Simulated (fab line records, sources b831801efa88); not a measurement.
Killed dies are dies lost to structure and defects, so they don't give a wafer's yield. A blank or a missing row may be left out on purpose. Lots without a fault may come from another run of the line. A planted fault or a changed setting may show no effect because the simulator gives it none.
fab line records | flow sky130
record lots=11 wafers=33 last_day=50
route steps=708 shown CAP2M@606 METAL5@675 PASSIVATION@692 PAD_OPEN@701
lots that met no fault: from a run of the same line without faults
start_h: hours from the record's first day to the start of the lot's first wafer shown | wait_h: hours since the lot's step before | " the same as in the row above | L1.1+2: a row that stands for several wafers | - no value, or no start given | * or withheld: withheld | < > ~ a bound
route shown NAME@n: a module of which the file shows steps, and the number in the route of the first | usual: mean/standard deviation of fault-free wafers | same: alike in all rows | chamber/n: place in a boat | sites: the reading at each site | _std_site: their standard deviation | _edge_site: outer sites' mean less inner sites' | radius_mm: how far each site lies from the wafer's centre | mask NAME#n: copy n | behind: the tool/chamber that last shaped the wafer | hold: why the lot was held/for how many hours/how that ended | device: the transistor (n, p or np) that didn't switch | end of line: the same wafers' tests at the end of the route | a step without rows: its recipe alone | killed: dies lost to structure and defects at the first sort, not the wafer's yield | map: a wafer's dies, x killed, . not, _ none there
set.NAME: the setting as run; set.NAME@STEP: as run at that earlier step | model.NAME: the simulator's own value behind a step, which no gauge read
steps of the route over a sample of lots; a table a step, a row a wafer
services: from which hour (start_h, from the record's first day; less than 0 if before it) a tool's chamber was out of use, for how many hours, and why
## steps
# step SKY_CAP2M_RS_MEAS_03
# recipe thk_meas_gauge=four-point-probe reads=TiN_of_CAP2M_SPUTTER_02
# usual CAP2M_TIN_RS=6.88/0.075
# columns lot.wafer tool chamber start_h wait_h CAP2M_TIN_RS[ohm/sq]
L834.2 film_metro-01 - 933.90 0.1 6.86
L834.4 " - " " 6.89
L834.5 " - " " 6.91
L836.1 film_metro-01 - 945.15 0.1 6.95
L836.2 " - " " 6.90
L836.6 " - " " 6.87
L839.1 film_metro-03 - 967.45 0.1 6.95
L839.3 " - " " 6.91
L839.6 " - " " 6.89
L840.1 film_metro-04 - 982.90 0.1 6.83
L840.4 " - " " 6.78
L840.5 " - " " 6.82
L841.1 film_metro-03 - 992.28 0.1 6.89
L841.2 " - " " 6.95
L841.4 " - " " 6.94
L842.2 film_metro-01 - 992.32 0.1 6.88
L842.5 " - " " 6.84
L842.6 " - " " 6.86
L843.1 film_metro-03 - 994.38 0.1 6.98
L843.3 " - " " 7.00
L843.4 " - " " 6.97
L853.1 film_metro-04 - 1062.75 0.1 6.90
L853.4 " - " " 7.02
L853.5 " - " " 6.89
L854.3 film_metro-01 - 1067.34 0.1 6.98
L854.5 " - " " 6.98
L854.6 " - " " 7.04
L855.3 film_metro-03 - 1070.17 0.1 6.91
L855.4 " - " " 6.74
L855.6 " - " " 6.81
L857.2 film_metro-03 - 1087.05 0.1 6.96
L857.4 " - " " 6.93
L857.5 " - " " 6.91
# step SKY_METAL5_DESCUM_14
# recipe chemistry=O2 source_power_w=150 bias_power_w=0 pressure_mtorr=10 temp_c=40 time_s=11
# usual drypump_motor_current_A=5.9/0.4 oes_product_au=0.999/0.011
# columns lot.wafer tool chamber start_h wait_h drypump_motor_current_A oes_product_au rf_hours_counter_h
L834.2 rie_metal-04 0 1031.60 0.1 6.0 0.985 -
L834.4 " 0 " " 6.1 0.990 -
L834.5 " 0 " " 6.1 0.989 -
L836.1 rie_metal-01 0 1041.89 0.1 6.4 0.993 16
L836.2 " 1 " " 5.3 0.981 4
L836.6 " 0 " " 6.4 0.982 -
L839.1 rie_metal-04 0 1063.63 0.1 6.1 0.992 21
L839.3 " 0 " " 6.0 0.993 -
L839.6 " 0 " " 6.1 0.990 -
L840.1 rie_metal-04 1 1076.04 0.1 6.0 1.013 3
L840.4 " 1 " " 6.0 1.016 -
L840.5 " 0 " " 6.1 0.990 -
L841.1 rie_metal-03 0 1084.79 0.1 5.6 1.010 21
L841.2 " 1 " " 5.9 0.997 10
L841.4 " 1 " " 6.0 1.000 -
L842.2 rie_metal-04 0 1085.44 0.1 6.1 0.990 23
L842.5 " 0 " " 6.1 0.996 -
L842.6 " 1 " " 6.0 1.008 -
L843.1 rie_metal-01 0 1086.44 0.1 6.4 0.997 19
L843.3 " 0 " " 6.4 0.988 -
L843.4 " 1 " " 5.2 1.000 -
L853.1 rie_metal-04 1 1146.98 0.1 6.0 1.011 10
L853.4 " 1 " " 6.0 1.006 -
L853.5 " 1 " " 6.0 1.015 -
L854.3 rie_metal-01 1 1150.64 0.1 5.2 1.000 -
L854.5 " 0 " " 6.4 0.988 -
L854.6 " 1 " " 5.2 1.003 -
L855.3 rie_metal-04 0 1153.79 0.1 6.1 0.978 -
L855.4 " 1 " " 6.0 1.002 -
L855.6 " 1 " " 6.0 0.993 -
L857.2 rie_metal-01 1 1168.19 0.1 5.2 0.990 14
L857.4 " 1 " " 5.2 0.999 -
L857.5 " 1 " " 5.2 0.990 -
# step SKY_PASSIVATION_ETCH_11
# recipe chemistry=CF4/O2 target_depth_nm=725 stop_on=AlCu source_w=800 bias_w=150 pressure_mtorr=150 cf4_flow_sccm=80 O2_flow_sccm=10 time_s=161.1
# usual O2_flow_sccm=10.000/0.029 bias_w=150.0/0.43 drypump_motor_current_A=5.7/0.42 oes_product_au=0.974/0.0072 throttle_valve_pct=5.964/0.0093
# columns lot.wafer tool chamber start_h wait_h O2_flow_sccm bias_w drypump_motor_current_A oes_product_au rf_hours_counter_h throttle_valve_pct
L834.2 rie_diel-02 3 1054.18 - 10.033 150.7 6.0 0.968 21 5.957
L834.4 " 1 " " 10.023 149.9 5.4 0.976 20 5.958
L834.5 " 3 " " 10.019 150.3 6.0 0.981 - 5.968
L836.1 rie_diel-02 2 1064.54 - 10.021 150.2 6.2 0.959 17 5.948
L836.2 " 3 " " 9.980 151.3 6.0 0.964 21 5.972
L836.6 " 2 " " 9.964 150.4 6.2 0.989 - 5.958
L839.1 rie_diel-02 0 1086.14 - 9.989 149.6 5.9 0.959 17 5.985
L839.3 " 2 " " 10.051 149.7 6.3 0.976 18 5.965
L839.6 " 2 " " 9.992 149.7 6.3 0.983 - 5.959
L840.1 rie_diel-04 2 1097.74 - 10.007 150.3 5.3 0.983 24 5.948
L840.4 " 2 " " 10.002 150.1 5.2 0.986 - 5.954
L840.5 " 1 " " 9.982 150.0 5.7 0.988 - 5.964
L841.1 rie_diel-01 2 1106.24 - 10.004 150.1 6.3 0.974 3 5.952
L841.2 " 1 " " 10.048 149.6 5.7 0.964 17 5.968
L841.4 " 3 " " 10.024 150.2 5.3 0.971 19 5.972
L842.2 rie_diel-02 0 1106.89 - 9.987 150.2 5.9 0.972 17 5.968
L842.5 " 1 " " 10.016 149.8 5.4 0.977 - 5.953
L842.6 " 0 " " 9.978 150.0 5.9 0.978 - 5.958
L843.1 rie_diel-04 3 1108.29 - 10.032 149.5 5.0 0.976 18 5.979
L843.3 " 1 " " 10.020 150.0 5.8 0.971 21 5.973
L843.4 " 3 " " 10.050 149.5 5.0 0.986 - 5.944
L853.1 rie_diel-04 1 1166.48 - 9.998 149.7 5.7 0.979 24 5.949
L853.4 " 3 " " 10.001 149.4 5.0 0.978 21 5.962
L853.5 " 1 " " 9.996 150.1 5.7 0.980 - 5.977
L854.3 rie_diel-04 2 1169.43 - 9.977 150.1 5.3 0.968 28 5.964
L854.5 " 1 " " 9.970 150.1 5.7 0.976 - 5.966
L854.6 " 0 " " 10.054 150.1 5.0 0.973 - 5.978
L855.3 rie_diel-01 2 1172.19 - 9.947 149.8 6.3 0.971 5 5.961
L855.4 " 1 " " 9.991 149.5 5.8 0.975 19 5.959
L855.6 " 1 " " 9.987 149.7 5.8 0.971 - 5.963
L857.2 rie_diel-01 0 1186.64 - 9.998 150.7 5.5 0.973 21 5.965
L857.4 " 3 " " 10.012 150.2 5.3 0.969 22 5.969
L857.5 " 0 " " 10.036 150.3 5.5 0.972 - 5.964
# step SKY_PAD_OPEN_ETCH_07
# recipe chemistry=CF4/O2 target_depth_nm=725 stop_on=AlCu source_w=800 bias_w=150 pressure_mtorr=150 cf4_flow_sccm=80 O2_flow_sccm=10 time_s=161.1
# usual O2_flow_sccm=9.999/0.028 bias_w=150.0/0.43 drypump_motor_current_A=5.5/0.37 oes_product_au=0.975/0.0071 throttle_valve_pct=5.964/0.0088
# columns lot.wafer tool chamber start_h wait_h O2_flow_sccm bias_w drypump_motor_current_A oes_product_au rf_hours_counter_h throttle_valve_pct
L834.2 rie_diel-03 2 1075.78 - 10.031 150.4 5.1 0.971 2 5.973
L834.4 " 2 " " 9.999 150.0 5.1 0.970 - 5.960
L834.5 " 2 " " 10.019 150.0 5.1 0.976 - 5.967
L836.1 rie_diel-03 2 1085.79 - 10.012 149.2 5.1 0.971 3 5.957
L836.2 " 1 " " 9.945 150.2 5.4 0.976 18 5.968
L836.6 " 1 " " 9.952 150.4 5.4 0.980 - 5.978
L839.1 rie_diel-04 1 1106.78 - 9.973 150.8 5.7 0.970 21 5.951
L839.3 " 3 " " 10.057 150.6 5.0 0.974 18 5.971
L839.6 " 1 " " 9.965 150.9 5.7 0.984 - 5.982
L840.1 rie_diel-03 3 1117.93 - 9.978 149.9 5.4 0.974 19 5.966
L840.4 " 1 " " 9.995 150.0 5.4 0.986 19 5.961
L840.5 " 1 " " 10.010 149.9 5.4 0.995 - 5.958
L841.1 rie_diel-02 3 1125.74 - 10.005 149.4 6.0 0.969 23 5.956
L841.2 " 2 " " 10.005 149.7 6.2 0.969 19 5.956
L841.4 " 1 " " 9.996 150.3 5.4 0.984 22 5.962
L842.2 rie_diel-02 3 1127.23 - - - - - - -
L842.5 " 0 " " - - - - - -
L842.6 " 3 " " - - - - - -
L843.1 rie_diel-03 0 1128.54 - - - - - - -
L843.3 " 1 " " - - - - - -
L843.4 " 2 " " - - - - - -
L853.1 rie_diel-03 1 1183.93 - 9.993 150.8 5.4 0.971 22 5.973
L853.4 " 3 " " 9.974 150.5 5.4 0.981 22 5.978
L853.5 " 0 " " 10.024 150.3 5.9 0.965 - 5.971
L854.3 rie_diel-03 3 1186.83 - 9.978 150.1 5.4 0.976 22 5.943
L854.5 " 1 " " 10.029 149.0 5.4 0.978 - 5.962
L854.6 " 2 " " 9.988 150.0 5.1 0.977 - 5.965
L855.3 rie_diel-03 2 1189.19 - 9.955 149.7 5.1 0.965 7 5.963
L855.4 " 3 " " 10.016 150.5 5.4 0.978 22 5.957
L855.6 " 1 " " 10.002 149.9 5.4 0.975 - 5.971
L857.2 rie_diel-03 3 1201.59 - 10.053 150.1 5.4 0.967 23 5.966
L857.4 " 2 " " 9.950 150.4 5.1 0.975 8 5.955
L857.5 " 2 " " 9.947 150.1 5.1 0.966 - 5.951
# step SKY_PAD_OPEN_PROBE_99
# usual defect_limited_yield=82.5/2.1 killed_at_M0_to_M3=43/7.7 killed_at_M4_up=3.4/1.9 killed_at_contacts=25/5.6 killed_at_front_end=14/4.3 killed_at_other=0.2/0.5 killed_dies=86/10 killed_on_rim=17/4.1 killed_open=47/7.2 killed_short=39/6.7 sort_bin_3_pad_short=0.9/0.46 sort_bin_5_function=10.4/1.5 sort_bin_6_memory=6.2/1.2 sort_n_pass=406/10 sort_yield_pct=82.5/2.1
# same gross_dies=492 killed_at_back_side=0 sort_bin_4_leakage[%]=0 sort_bin_8_speed[%]=0
# columns lot.wafer tool chamber start_h wait_h defect_limited_yield[%] killed_at_M0_to_M3 killed_at_M4_up killed_at_contacts killed_at_front_end killed_at_other killed_dies killed_on_rim killed_open killed_short sort_bin_3_pad_short[%] sort_bin_5_function[%] sort_bin_6_memory[%] sort_n_pass sort_yield_pct[%]
L839.1 prober-01 - 1109.11 0.1 84.1 46 3 18 11 0 78 16 40 38 1.8 9.6 4.5 414 84.1
L839.3 prober-01 - 1109.21 0.2 81.5 44 2 34 11 0 91 13 55 36 0.2 12.2 6.1 401 81.5
L839.6 prober-01 - 1109.36 0.2 87.2 35 2 18 8 0 63 6 32 31 0.6 7.1 5.1 429 87.2
L841.1 prober-01 - 1128.10 0.1 81.7 51 1 20 17 1 90 17 48 42 1.0 9.6 7.7 402 81.7
L841.2 prober-01 - 1128.15 0.1 80.3 51 3 26 17 0 97 16 59 38 1.0 12.6 6.1 395 80.3
L841.4 prober-01 - 1128.25 0.2 84.3 30 1 29 17 0 77 12 40 37 0.6 9.1 5.9 415 84.3
L842.2 prober-02 - 1129.59 0.1 0 30 2 35 17 408 492 96 49 35 0.6 93.9 5.5 0 0
L842.5 prober-02 - 1129.74 0.2 0 40 8 29 8 407 492 96 51 34 0.6 94.5 4.9 0 0
L842.6 prober-02 - 1129.79 0.2 0 40 1 18 12 421 492 96 40 31 1.0 93.5 5.5 0 0
L843.1 prober-01 - 1130.86 0.1 0 58 4 15 21 394 492 96 53 45 1.2 89.8 8.9 0 0
L843.3 prober-01 - 1130.96 0.2 0 38 3 27 17 407 492 96 48 37 1.8 93.3 4.9 0 0
L843.4 prober-01 - 1131.01 0.2 0 43 3 28 27 391 492 96 61 40 1.2 91.9 6.9 0 0
L857.2 prober-01 - 1204.00 0.1 85.8 34 2 20 14 0 70 16 43 27 0.4 6.7 7.1 422 85.8
L857.4 prober-01 - 1204.10 0.2 82.5 38 3 26 19 0 86 14 54 32 0.2 10.2 7.1 406 82.5
L857.5 prober-01 - 1204.15 0.2 80.9 47 3 31 13 0 94 18 44 50 0.6 10.8 7.7 398 80.9
# killed by level:class
L839.1 VIA1:geometric_particle:open=9 CONTACT:geometric_particle:open=9 VIA3:geometric_particle:open=8 POLY_GATE:geometric_particle:short=7 VIA2:geometric_particle:open=6 METAL2:geometric_particle:short=5 VIA3:geometric_particle:short=5 LOCAL_INTERCONNECT:geometric_particle:short=4
L839.3 VIA1:geometric_particle:open=13 CONTACT:geometric_particle:open=11 LI_CONTACT:geometric_particle:open=9 VIA1:geometric_particle:short=7 METAL2:geometric_particle:open=6 LOCAL_INTERCONNECT:geometric_particle:short=5 POLY_GATE:geometric_particle:open=4 LI_CONTACT:geometric_particle:short=4
L839.6 VIA1:geometric_particle:open=12 CONTACT:geometric_particle:open=7 LOCAL_INTERCONNECT:geometric_particle:short=5 POLY_GATE:geometric_particle:short=4 METAL1:geometric_particle:short=4 METAL3:geometric_particle:short=4 CONTACT:geometric_particle:short=3 VIA2:geometric_particle:short=3
L841.1 VIA1:geometric_particle:open=11 FIELD_ISO:geometric_particle:short=7 CONTACT:geometric_particle:open=7 VIA1:geometric_particle:short=6 METAL2:geometric_particle:short=6 LI_CONTACT:geometric_particle:open=6 METAL1:geometric_particle:short=6 VIA2:geometric_particle:open=6
L841.2 VIA1:geometric_particle:open=15 CONTACT:geometric_particle:open=14 FIELD_ISO:geometric_particle:short=8 LI_CONTACT:geometric_particle:open=6 METAL1:geometric_particle:short=6 FIELD_ISO:geometric_particle:open=5 VIA2:geometric_particle:open=5 VIA3:geometric_particle:open=5
L841.4 CONTACT:geometric_particle:open=10 VIA1:geometric_particle:open=9 CONTACT:geometric_particle:short=8 FIELD_ISO:geometric_particle:short=7 FIELD_ISO:geometric_particle:open=5 LI_CONTACT:geometric_particle:open=5 METAL1:geometric_particle:short=5 LOCAL_INTERCONNECT:geometric_particle:short=4
L842.2 PAD_OPEN:area_etch=408 CONTACT:geometric_particle:open=12 LI_CONTACT:geometric_particle:open=9 LOCAL_INTERCONNECT:geometric_particle:short=7 FIELD_ISO:geometric_particle:short=6 VIA1:geometric_particle:open=6 VIA2:geometric_particle:open=6 METAL1:geometric_particle:short=5
L842.5 PAD_OPEN:area_etch=407 VIA1:geometric_particle:open=15 CONTACT:geometric_particle:open=13 LI_CONTACT:geometric_particle:open=6 VIA1:geometric_particle:short=6 LOCAL_INTERCONNECT:geometric_particle:short=6 METAL4:geometric_particle:short=6 VIA2:geometric_particle:open=4
L842.6 PAD_OPEN:area_etch=421 VIA1:geometric_particle:open=8 CONTACT:geometric_particle:open=6 METAL1:geometric_particle:short=6 METAL2:geometric_particle:short=6 VIA2:geometric_particle:open=6 LI_CONTACT:geometric_particle:open=5 FIELD_ISO:geometric_particle:short=4
L843.1 PAD_OPEN:area_etch=394 VIA1:geometric_particle:open=19 METAL1:geometric_particle:short=11 VIA3:geometric_particle:open=6 FIELD_ISO:geometric_particle:short=5 POLY_GATE:geometric_particle:short=5 LI_CONTACT:geometric_particle:open=5 METAL2:geometric_particle:short=5
L843.3 PAD_OPEN:area_etch=407 CONTACT:geometric_particle:open=14 VIA1:geometric_particle:open=7 VIA2:geometric_particle:open=7 FIELD_ISO:geometric_particle:short=5 LI_CONTACT:geometric_particle:open=5 VIA3:geometric_particle:open=5 VIA1:geometric_particle:short=5
L843.4 PAD_OPEN:area_etch=391 VIA1:geometric_particle:open=15 FIELD_ISO:geometric_particle:open=11 CONTACT:geometric_particle:short=7 METAL1:geometric_particle:short=7 LI_CONTACT:geometric_particle:open=6 CONTACT:geometric_particle:open=6 VIA2:geometric_particle:open=6
L857.2 LI_CONTACT:geometric_particle:open=11 METAL1:geometric_particle:short=7 VIA1:geometric_particle:open=7 VIA2:geometric_particle:open=7 FIELD_ISO:geometric_particle:short=4 FIELD_ISO:geometric_particle:open=3 POLY_GATE:geometric_particle:open=3 CONTACT:geometric_particle:open=3
L857.4 CONTACT:geometric_particle:open=10 LI_CONTACT:geometric_particle:open=9 VIA2:geometric_particle:open=8 VIA3:geometric_particle:open=7 FIELD_ISO:geometric_particle:short=5 VIA1:geometric_particle:open=5 VIA2:geometric_particle:short=3 CONTACT:geometric_particle:short=3
L857.5 VIA3:geometric_particle:open=10 CONTACT:geometric_particle:open=10 METAL1:geometric_particle:short=9 LOCAL_INTERCONNECT:geometric_particle:short=8 VIA1:geometric_particle:short=7 VIA1:geometric_particle:open=7 CONTACT:geometric_particle:short=6 FIELD_ISO:geometric_particle:short=4
## services
# columns tool chamber start_h hours kind
rie_metal-03 - 1031.37 1.9 repair
rie_diel-03 0 1036.26 7.6 repair
rie_diel-01 1 1040.42 63.3 repair
rie_diel-03 3 1044.59 67.7 repair
rie_diel-02 1 1060.69 7.9 repair
rie_diel-03 0 1073.54 5.6 repair
rie_diel-04 0 1074.41 38.8 repair
rie_diel-01 0 1076.94 6.2 repair
rie_diel-01 2 1087.04 7.2 repair
rie_metal-01 - 1088.55 4.3 pm
rie_diel-01 3 1099.12 5.6 repair
rie_diel-04 0 1130.65 30.7 repair
rie_diel-01 1 1131.29 15.0 repair
rie_metal-04 0 1131.50 21.5 repair
rie_diel-02 1 1148.38 1.5 repair
rie_metal-04 0 1173.87 - clean
rie_metal-04 0 1173.87 - consumable_replace:focus_ring
rie_metal-04 0 1173.87 14.2 scheduled_down
rie_metal-04 0 1173.87 14.2 vent_cycle
rie_diel-04 - 1181.63 0.6 repair
## key
first_sign step=SKY_PAD_OPEN_ETCH_07 reading=tool_record direction=missing
effect step=SKY_PAD_OPEN_PROBE_99 reading=killed_at_other direction=up sigmas=99+ usual=0.2 struck=404.7
more_kills_born_at SKY_PAD_OPEN_ETCH_07@rie_diel-02=1236 SKY_PAD_OPEN_ETCH_07@rie_diel-03=1192
met_at SKY_PAD_OPEN_ETCH_07
struck_lots L842,L843
later_rows_left_out L842.2,L842.5,L842.6,L843.1,L843.3,L843.4
not_acting_at SKY_CAP2M_RS_MEAS_03,SKY_METAL5_DESCUM_14,SKY_PASSIVATION_ETCH_11
onset_between 1125.74 1127.23
fault kind=skipped_step_whole tool=rie_diel-02,rie_diel-03 chamber=- onset_h=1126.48 steps=SKY_PAD_OPEN_ETCH_07 scope=struck_lots_only
# later_rows_left_out: the simulator's readings of these wafers behind a module that went badly wrong aren't trusted and aren't shown, but for the sort
